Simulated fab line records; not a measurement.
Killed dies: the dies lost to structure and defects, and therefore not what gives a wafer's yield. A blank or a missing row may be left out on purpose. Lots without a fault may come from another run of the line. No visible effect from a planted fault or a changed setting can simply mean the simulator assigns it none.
What tool caused it? + flow sky130 + 10 lots, 30 wafers sampled, at 1 step of a route of 708

WHAT THE GAUGES READ, wafer by wafer
SKY_VIA3_OVL_MEAS_13.
| lot  | measured     | on         | VIA3_OVL (nm) |
|------|--------------|------------|---------------|
| L552 | day 40 00:22 | overlay-02 | 10 8 15       |
| L553 | day 40 05:59 | overlay-01 | 2 2 2         |
| L555 | day 41 01:04 | overlay-02 | 4 -1 7        |
| L562 | day 43 02:16 | overlay-02 | -5 -7 -4      |
| L563 | day 43 11:47 | overlay-01 | -1 3 7        |
| L565 | day 43 14:54 | overlay-02 | 5 13 6        |
| L568 | day 44 08:23 | overlay-01 | 4 2 2         |
| L573 | day 45 20:01 | overlay-02 | 5 2 3         |
| L574 | day 45 20:43 | overlay-02 | 2 1 -4        |
| L575 | day 46 03:31 | overlay-02 | 10 8 11       |

EACH LOT AND THE TOOL THAT RAN IT (in order: tool; ch and the chambers of the sampled wafers; start)
The record shows no process step preceding these readings.

WHAT THE TOOLS THEMSELVES READ (means of the sampled wafers that have a number; where no wafer has one, the mark that the record gives instead)
The record holds no such reading with a usual standard deviation.

THE ANSWER, worked out from the rows above alone
Rule: usual is defined by the lots themselves. Put in order of their means at a reading, lots are off if they are a third of the lots or fewer, leave a main group of 4 or more, and stand apart from it by a gap of 3 or more times the standard deviation of the main group's means; of several such gaps the widest counts. The tables above print the reading to a certain number of digits; a main group whose means all agree to those digits is not used. Also off: a lot with no number at a reading for which 4 or more lots have one. Any other lot the step has rows for is counted as sound. The gauges are gone through in route order, then the tools' own readings, and for those a lot's mean is taken as printed above. The first step at which some lot is off is used, and at that step the reading that is off furthest; a lot without a number counts as furthest.
None of the lots is off at any reading shown; this tells nothing.

WHAT HAD BEEN PUT IN BY THE SIMULATOR
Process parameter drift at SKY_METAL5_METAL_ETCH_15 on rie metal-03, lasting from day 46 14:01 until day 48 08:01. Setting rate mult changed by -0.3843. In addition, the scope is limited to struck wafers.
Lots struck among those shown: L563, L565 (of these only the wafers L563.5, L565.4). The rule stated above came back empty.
